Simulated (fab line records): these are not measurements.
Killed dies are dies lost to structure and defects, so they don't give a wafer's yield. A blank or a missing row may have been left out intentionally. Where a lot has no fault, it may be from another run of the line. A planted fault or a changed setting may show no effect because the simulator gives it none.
Which of the tools did it? || flow sky130 || 13 lots with 36 wafers sampled at 5 steps, on a route of 708 steps

WHAT THE GAUGES READ, wafer by wafer
SKY_LI_CONTACT_THK_MEAS_01.
{"lot": "L251", "measured": "day 27 16:46", "on": "film_metro-04", "LI_CONTACT_HDPCVD_THK (nm)": "922 926 935"}
{"lot": "L252", "measured": "day 27 18:35", "on": "film_metro-04", "LI_CONTACT_HDPCVD_THK (nm)": "945 922 939"}
{"lot": "L254", "measured": "day 28 15:44", "on": "film_metro-04", "LI_CONTACT_HDPCVD_THK (nm)": "932 929 941"}
{"lot": "L255", "measured": "day 28 23:07", "on": "film_metro-04", "LI_CONTACT_HDPCVD_THK (nm)": "924 921 935"}
{"lot": "L258", "measured": "day 30 07:14", "on": "film_metro-02", "LI_CONTACT_HDPCVD_THK (nm)": "927 918 918"}
{"lot": "L260", "measured": "day 32 01:10", "on": "film_metro-03", "LI_CONTACT_HDPCVD_THK (nm)": "919 934 930"}
{"lot": "L262", "measured": "day 32 10:41", "on": "film_metro-02", "LI_CONTACT_HDPCVD_THK (nm)": "943 937 932"}
{"lot": "L263", "measured": "day 32 22:12", "on": "film_metro-02", "LI_CONTACT_HDPCVD_THK (nm)": "919 925 928"}
{"lot": "L265", "measured": "day 33 02:56", "on": "film_metro-03", "LI_CONTACT_HDPCVD_THK (nm)": "920 928 912"}
{"lot": "L266", "measured": "day 33 08:50", "on": "film_metro-03", "LI_CONTACT_HDPCVD_THK (nm)": "924 936 913"}
{"lot": "L267", "measured": "day 33 11:53", "on": "film_metro-03", "LI_CONTACT_HDPCVD_THK (nm)": "945 943"}
{"lot": "L269", "measured": "day 33 16:38", "on": "film_metro-02", "LI_CONTACT_HDPCVD_THK (nm)": "920 927"}
{"lot": "L268", "measured": "day 33 19:53", "on": "film_metro-03", "LI_CONTACT_HDPCVD_THK (nm)": "914 912"}

SKY_VIA2_CD_MEAS_12 targets a cd of 200 nm.
{"lot": "L251", "measured": "day 36 00:10", "on": "cd_sem-01", "cd_nm (nm)": "200.8 201.1 201.2"}
{"lot": "L252", "measured": "day 36 03:40", "on": "cd_sem-01", "cd_nm (nm)": "198.6 199.2 199.7"}
{"lot": "L254", "measured": "day 36 21:19", "on": "cd_sem-01", "cd_nm (nm)": "200.5 201.0 199.4"}
{"lot": "L255", "measured": "day 37 04:31", "on": "cd_sem-01", "cd_nm (nm)": "199.1 201.3 198.0"}
{"lot": "L258", "measured": "day 38 10:56", "on": "cd_sem-02", "cd_nm (nm)": "200.2 199.0 199.6"}
{"lot": "L260", "measured": "day 39 23:35", "on": "cd_sem-02", "cd_nm (nm)": "199.8 198.7 200.3"}
{"lot": "L262", "measured": "day 40 08:47", "on": "cd_sem-01", "cd_nm (nm)": "201.6 199.1 198.7"}
{"lot": "L263", "measured": "day 40 17:24", "on": "cd_sem-02", "cd_nm (nm)": "198.6 199.0 199.7"}
{"lot": "L265", "measured": "day 40 21:55", "on": "cd_sem-02", "cd_nm (nm)": "199.5 198.5 198.3"}
{"lot": "L266", "measured": "day 41 03:52", "on": "cd_sem-02", "cd_nm (nm)": "198.7 198.6 197.9"}
{"lot": "L267", "measured": "day 41 05:23", "on": "cd_sem-01", "cd_nm (nm)": "153.4 199.2"}
{"lot": "L269", "measured": "day 41 11:27", "on": "cd_sem-01", "cd_nm (nm)": "154.7 199.8"}
{"lot": "L268", "measured": "day 41 13:25", "on": "cd_sem-01", "cd_nm (nm)": "152.6 198.6"}

WHAT TOOL EACH LOT RAN ON (gives the tool, then ch and the chambers of the sampled wafers, and finally the start)
{"lot": "L251", "SKY_CONTACT_CVD_24": "cvd_w-01 ch 0,1, day 31 09:31", "SKY_METAL1_SPUTTER_01": "pvd_sputter-01, day 31 10:08", "SKY_VIA2_EXPOSE_09": "krf_scanner-01 ch 0, day 35 11:38"}
{"lot": "L252", "SKY_CONTACT_CVD_24": "cvd_w-01 ch 0,1, day 31 11:05", "SKY_METAL1_SPUTTER_01": "pvd_sputter-04, day 31 11:41", "SKY_VIA2_EXPOSE_09": "krf_scanner-02 ch 0, day 35 15:02"}
{"lot": "L254", "SKY_CONTACT_CVD_24": "cvd_w-02 ch 0,1, day 32 06:43", "SKY_METAL1_SPUTTER_01": "pvd_sputter-02, day 32 07:20", "SKY_VIA2_EXPOSE_09": "krf_scanner-01 ch 0, day 36 08:33"}
{"lot": "L255", "SKY_CONTACT_CVD_24": "cvd_w-02 ch 0,1, day 32 15:15", "SKY_METAL1_SPUTTER_01": "pvd_sputter-04, day 32 15:52", "SKY_VIA2_EXPOSE_09": "krf_scanner-02 ch 0, day 36 16:32"}
{"lot": "L258", "SKY_CONTACT_CVD_24": "cvd_w-02 ch 0,1, day 33 22:03", "SKY_METAL1_SPUTTER_01": "pvd_sputter-02, day 33 22:40", "SKY_VIA2_EXPOSE_09": "krf_scanner-01 ch 0, day 37 22:47"}
{"lot": "L260", "SKY_CONTACT_CVD_24": "cvd_w-02 ch 0,1, day 35 12:23", "SKY_METAL1_SPUTTER_01": "pvd_sputter-04, day 35 12:58", "SKY_VIA2_EXPOSE_09": "krf_scanner-02 ch 0, day 39 10:52"}
{"lot": "L262", "SKY_CONTACT_CVD_24": "cvd_w-02 ch 0,1, day 35 22:39", "SKY_METAL1_SPUTTER_01": "pvd_sputter-01, day 35 23:16", "SKY_VIA2_EXPOSE_09": "krf_scanner-02 ch 0, day 39 20:45"}
{"lot": "L263", "SKY_CONTACT_CVD_24": "cvd_w-02 ch 0,1, day 36 08:36", "SKY_METAL1_SPUTTER_01": "pvd_sputter-04, day 36 09:11", "SKY_VIA2_EXPOSE_09": "krf_scanner-01 ch 0, day 40 05:59"}
{"lot": "L265", "SKY_CONTACT_CVD_24": "cvd_w-01 ch 0,1, day 36 13:19", "SKY_METAL1_SPUTTER_01": "pvd_sputter-01, day 36 13:53", "SKY_VIA2_EXPOSE_09": "krf_scanner-02 ch 0, day 40 10:02"}
{"lot": "L266", "SKY_CONTACT_CVD_24": "cvd_w-01 ch 0,1, day 36 18:50", "SKY_METAL1_SPUTTER_01": "pvd_sputter-04, day 36 19:27", "SKY_VIA2_EXPOSE_09": "krf_scanner-02 ch 0, day 40 15:58"}
{"lot": "L267", "SKY_CONTACT_CVD_24": "cvd_w-01 ch 0, day 36 21:33", "SKY_METAL1_SPUTTER_01": "pvd_sputter-01, day 36 22:10", "SKY_VIA2_EXPOSE_09": "krf_scanner-02 ch 0, day 40 18:14"}
{"lot": "L269", "SKY_CONTACT_CVD_24": "cvd_w-02 ch 0,1, day 37 02:47", "SKY_METAL1_SPUTTER_01": "pvd_sputter-04, day 37 03:22", "SKY_VIA2_EXPOSE_09": "krf_scanner-02 ch 0, day 41 00:12"}
{"lot": "L268", "SKY_CONTACT_CVD_24": "cvd_w-02 ch 0,1, day 37 05:08", "SKY_METAL1_SPUTTER_01": "pvd_sputter-04, day 37 05:43", "SKY_VIA2_EXPOSE_09": "krf_scanner-02 ch 0, day 41 02:28"}
- SKY_CONTACT_CVD_24: deposits W, target thk 340 nm, time 102.12 s.
- SKY_METAL1_SPUTTER_01: material TiN, target thk 20 nm, time 16.7 s.
- SKY_VIA2_EXPOSE_09: exposes mask VIM2, target cd 200 nm.

AS READ BY THE TOOLS THEMSELVES (means over the sampled wafers that have a number; for cases with no such wafer, the mark the record gives instead)
SKY_CONTACT_CVD_24.
{"lot": "L251", "tool": "cvd_w-01", "heater_power_w (W)": 812}
{"lot": "L252", "tool": "cvd_w-01", "heater_power_w (W)": 874}
{"lot": "L254", "tool": "cvd_w-02", "heater_power_w (W)": 861}
{"lot": "L255", "tool": "cvd_w-02", "heater_power_w (W)": 863}
{"lot": "L258", "tool": "cvd_w-02", "heater_power_w (W)": 858}
{"lot": "L260", "tool": "cvd_w-02", "heater_power_w (W)": 894}
{"lot": "L262", "tool": "cvd_w-02", "heater_power_w (W)": 853}
{"lot": "L263", "tool": "cvd_w-02", "heater_power_w (W)": 872}
{"lot": "L265", "tool": "cvd_w-01", "heater_power_w (W)": 868}
{"lot": "L266", "tool": "cvd_w-01", "heater_power_w (W)": 830}
{"lot": "L267", "tool": "cvd_w-01", "heater_power_w (W)": 784}
{"lot": "L269", "tool": "cvd_w-02", "heater_power_w (W)": 866}
{"lot": "L268", "tool": "cvd_w-02", "heater_power_w (W)": 862}

SKY_METAL1_SPUTTER_01.
{"lot": "L251", "tool": "pvd_sputter-01", "throttle_valve_pct (%)": 29.1}
{"lot": "L252", "tool": "pvd_sputter-04", "throttle_valve_pct (%)": 29.5}
{"lot": "L254", "tool": "pvd_sputter-02", "throttle_valve_pct (%)": 28.8}
{"lot": "L255", "tool": "pvd_sputter-04", "throttle_valve_pct (%)": 30.7}
{"lot": "L258", "tool": "pvd_sputter-02", "throttle_valve_pct (%)": 29.9}
{"lot": "L260", "tool": "pvd_sputter-04", "throttle_valve_pct (%)": 29.3}
{"lot": "L262", "tool": "pvd_sputter-01", "throttle_valve_pct (%)": 29.4}
{"lot": "L263", "tool": "pvd_sputter-04", "throttle_valve_pct (%)": 29.5}
{"lot": "L265", "tool": "pvd_sputter-01", "throttle_valve_pct (%)": 29.7}
{"lot": "L266", "tool": "pvd_sputter-04", "throttle_valve_pct (%)": 30.5}
{"lot": "L267", "tool": "pvd_sputter-01", "throttle_valve_pct (%)": 29.0}
{"lot": "L269", "tool": "pvd_sputter-04", "throttle_valve_pct (%)": 28.3}
{"lot": "L268", "tool": "pvd_sputter-04", "throttle_valve_pct (%)": 29.9}

THE ANSWER, worked out from the rows above alone
Rule: usual is defined by the lots themselves. Put in order of their means at a reading, lots are off if they are a third of the lots or fewer, leave a main group of 4 or more, and stand apart from it by a gap of 3 or more times the standard deviation of the main group's means; of several such gaps the widest counts. If all means in a main group match to the digits the tables above print for the reading, that group is not used. A lot without any number at a reading at which 4 lots or more have one is off too. Any other lot the step has rows for is counted as sound. Order of review: gauges by route order, followed by the tools' own readings, for which a lot's mean as printed above is used. The first step at which some lot is off is used, and at that step the reading that is off furthest; a lot without a number counts as furthest.
Off: L267, L269, L268, at SKY_VIA2_CD_MEAS_12 (cd_nm). The main group has a mean of 199.5 nm with a standard deviation of 0.72.
If a tool, at a process step before that reading, ran all the lots that are off and no sound lot after the first of them, it fits. Gauges at SKY_VIA2_CD_MEAS_12: tried the same way as those tools. Undecided on this evidence; 2 tools fit (krf_scanner-02 at SKY_VIA2_EXPOSE_09, cd_sem-01 at SKY_VIA2_CD_MEAS_12).

WHAT HAD BEEN PUT IN BY THE SIMULATOR
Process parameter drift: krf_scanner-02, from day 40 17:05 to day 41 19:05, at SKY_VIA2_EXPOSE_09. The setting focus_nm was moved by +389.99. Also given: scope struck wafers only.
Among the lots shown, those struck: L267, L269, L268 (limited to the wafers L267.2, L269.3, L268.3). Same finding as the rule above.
